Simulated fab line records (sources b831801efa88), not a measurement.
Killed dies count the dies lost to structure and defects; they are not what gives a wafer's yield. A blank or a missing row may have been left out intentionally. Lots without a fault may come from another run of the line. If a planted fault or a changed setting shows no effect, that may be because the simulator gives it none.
Which tool is to blame? -- flow gf180mcu -- 27 wafers from 9 lots sampled at 6 of the route's 602 steps

## WHAT EACH GAUGE READ, for each wafer
GF_M2_RS_MEAS_05: uses a four-point probe to measure. Usual: M2_ALCU_RS typically reads 0.0696 ohm/sq, with standard deviation 0.00051.
lot,measured,on,M2_ALCU_RS (ohm/sq),flag
L868,day 18 00:37,film metro-04,0.0693 0.0696 0.0691,
L872,day 19 13:01,film metro-04,0.0708 0.0705 0.0697,
L873,day 19 23:07,film metro-04,0.0701 0.0695 0.0699,
L878,day 22 06:02,film metro-03,0.0699 0.0694 0.0693,
L880,day 22 17:01,film metro-04,0.0700 0.0697 0.0704,
L881,day 23 07:26,film metro-02,0.0567 0.0572 0.0568 0.0567 0.0571 0.0569,OFF
L883,day 24 02:40,film metro-04,0.0567 0.0569 0.0570 0.0565 0.0569 0.0569,OFF
L884,day 24 11:18,film metro-02,0.0698 0.0701 0.0703,
L891,day 26 07:52,film metro-03,0.0692 0.0695 0.0697,

GF_M2_THK_MEAS_06: measures by xrf. Usual: M2_ALCU_THK typically reads 450 nm, with standard deviation 3.6.
lot,measured,on,M2_ALCU_THK (nm),flag
L868,day 18 00:44,film metro-04,453 454 452,
L872,day 19 13:07,film metro-04,444 443 448,
L873,day 19 23:14,film metro-04,447 452 449,
L878,day 22 06:10,film metro-03,450 454 454,
L880,day 22 17:08,film metro-04,446 445 441,
L881,day 23 08:50,film metro-02,550 546 550 550 548 549,OFF
L883,day 24 04:50,film metro-04,555 553 553 553 551 551,OFF
L884,day 24 11:25,film metro-02,448 444 443,
L891,day 26 07:59,film metro-03,452 451 450,

GF_V2_OVL_MEAS_15. Usual: V2_OVL typically reads -5 nm, with standard deviation 6.
lot,measured,on,V2_OVL (nm),flag
L868,day 20 02:49,overlay-01,1 -2 7,
L872,day 21 15:03,overlay-02,-5 -2 3,
L873,day 22 00:14,overlay-02,-1 2 3,
L878,day 24 04:32,overlay-01,0 -9 -5,
L880,day 24 14:46,overlay-02,-10 -7 -4,
L881,day 25 05:25,overlay-02,-4 -9 -11,
L883,day 25 22:43,overlay-01,-2 -7 -11,
L884,day 26 07:20,overlay-02,-6 -11 -14,
L891,day 28 02:13,overlay-02,1 -7 -2,

## TOOL THAT RAN EACH LOT (tool first, then ch and the chambers of the sampled wafers, then the start)
lot,GF_V1_STRIP_18,GF_M2_SPUTTER_02,GF_M2_METAL_ETCH_16
L868,"plasma asher-02 ch 0,1, day 17 23:11","pvd sputter-02, day 18 00:32","rie metal-03 ch 0,1, day 19 00:57"
L872,"plasma asher-04 ch 0,1, day 19 11:31","pvd sputter-02, day 19 12:53","rie metal-01 ch 0,1, day 20 13:38"
L873,"plasma asher-02 ch 0,1, day 19 21:38","pvd sputter-02, day 19 23:00","rie metal-03 ch 1, day 20 23:09"
L878,"plasma asher-03 ch 0,1, day 22 04:28","pvd sputter-01, day 22 05:57","rie metal-02 ch 0,1, day 23 04:50"
L880,"plasma asher-02 ch 1, day 22 15:34","pvd sputter-01, day 22 16:55","rie metal-01 ch 0,1, day 23 15:35"
L881,"plasma asher-02 ch 0,1, day 23 05:58","pvd sputter-02, day 23 07:20","rie metal-02 ch 0,1, day 24 06:06"
L883,"plasma asher-02 ch 0,1, day 24 01:12","pvd sputter-02, day 24 02:35","rie metal-02 ch 0,1, day 24 23:53"
L884,"plasma asher-03 ch 0,1, day 24 09:49","pvd sputter-04, day 24 11:13","rie metal-02 ch 0,1, day 25 08:41"
L891,"plasma asher-04 ch 1, day 26 06:25","pvd sputter-01, day 26 07:47","rie metal-02 ch 1, day 27 04:38"
- GF_V1_STRIP_18: strips in O2/N2.
- GF_M2_SPUTTER_02: material AlCu, target thk 450 nm, time 23.9 s.
- GF_M2_METAL_ETCH_16: etches the open film in Cl2/BCl3, stops on SiO2, target depth 750.8 nm, time 125.1 s.

## AS READ BY THE TOOLS THEMSELVES (means over the sampled wafers that have a number; for cases with no such wafer, the mark the record gives instead)
GF_V1_STRIP_18. Usual: drypump motor current A 5.5 A, standard deviation 0.64; heater power w 340 W, standard deviation 13; o2 flow sccm 2999 sccm, standard deviation 9.7; oes product au 0.593 a.u., standard deviation 0.0044.
lot,tool,drypump motor current A (A),heater power w (W),o2 flow sccm (sccm),oes product au (a.u.),flag
L868,plasma asher-02,5.4,346,2998,0.590,
L872,plasma asher-04,4.9,341,3013,0.594,
L873,plasma asher-02,5.5,344,3005,0.589,
L878,plasma asher-03,5.4,347,3003,0.597,
L880,plasma asher-02,5.4,340,2993,0.596,
L881,plasma asher-02,5.5,342,2991,0.595,
L883,plasma asher-02,5.4,335,3005,0.592,
L884,plasma asher-03,5.4,339,3004,0.593,
L891,plasma asher-04,4.8,351,2999,0.591,

GF_M2_SPUTTER_02. Usual: cathode dc power W 10600 W, standard deviation 2; chamber pressure pa 0.3999 Pa, standard deviation 0.00075; throttle valve pct 30.1 %, standard deviation 1.
lot,tool,cathode dc power W (W),chamber pressure pa (Pa),throttle valve pct (%),flag
L868,pvd sputter-02,10600,0.4002,30.6,
L872,pvd sputter-02,10599,0.4006,31.2,
L873,pvd sputter-02,10602,0.3999,30.6,
L878,pvd sputter-01,10601,0.3998,29.3,
L880,pvd sputter-01,10600,0.4005,29.5,
L881,pvd sputter-02,13013,0.3999,31.4,OFF
L883,pvd sputter-02,13012,0.4002,30.6,OFF
L884,pvd sputter-04,10598,0.3999,29.6,
L891,pvd sputter-01,10600,0.4005,29.1,

GF_M2_METAL_ETCH_16. Usual: bcl3 flow sccm 40.00 sccm, standard deviation 0.12; drypump motor current A 5.63 A, standard deviation 0.29; oes product au 0.990 a.u., standard deviation 0.0054; throttle valve pct 28.229 %, standard deviation 0.01.
lot,tool,bcl3 flow sccm (sccm),drypump motor current A (A),oes product au (a.u.),throttle valve pct (%),flag
L868,rie metal-03,39.99,5.24,0.984,28.233,
L872,rie metal-01,40.12,5.62,0.987,28.227,
L873,rie metal-03,40.17,4.87,0.989,28.226,
L878,rie metal-02,39.94,5.84,0.994,28.223,
L880,rie metal-01,40.19,5.63,0.987,28.234,
L881,rie metal-02,39.90,5.71,0.952,28.275,OFF
L883,rie metal-02,39.87,5.84,0.958,28.266,OFF
L884,rie metal-02,40.03,5.71,0.993,28.243,
L891,rie metal-02,40.02,5.58,0.990,28.240,

## THE ANSWER, worked out from the rows above alone
Rule: a lot is off if the mean of its wafers that have a number lies more than 3 standard deviations from the usual mean. Also off: a lot with no number at a reading for which 4 or more lots have one. Where the step has rows for the other lots, those lots are counted as sound. First the gauges in route order, then the tools' own readings, where a lot's mean is used as printed above. The first step at which some lot is off is used, and at that step the reading that is off furthest; a lot without a number counts as furthest.
Off: at GF_M2_RS_MEAS_05 (M2_ALCU_RS), L881, L883.
If a tool, at a process step before that reading, ran all the lots that are off and no sound lot after the first of them, it fits. The gauges at GF_M2_RS_MEAS_05 aren't tried: what is off there is off at GF_M2_SPUTTER_02 too, on other tools, and a gauge's error can't cause that. 2 tools fit, plasma asher-02 at GF_V1_STRIP_18 and pvd sputter-02 at GF_M2_SPUTTER_02, so this cannot tell which one it is.

## WHAT THE SIMULATOR HAD INSERTED
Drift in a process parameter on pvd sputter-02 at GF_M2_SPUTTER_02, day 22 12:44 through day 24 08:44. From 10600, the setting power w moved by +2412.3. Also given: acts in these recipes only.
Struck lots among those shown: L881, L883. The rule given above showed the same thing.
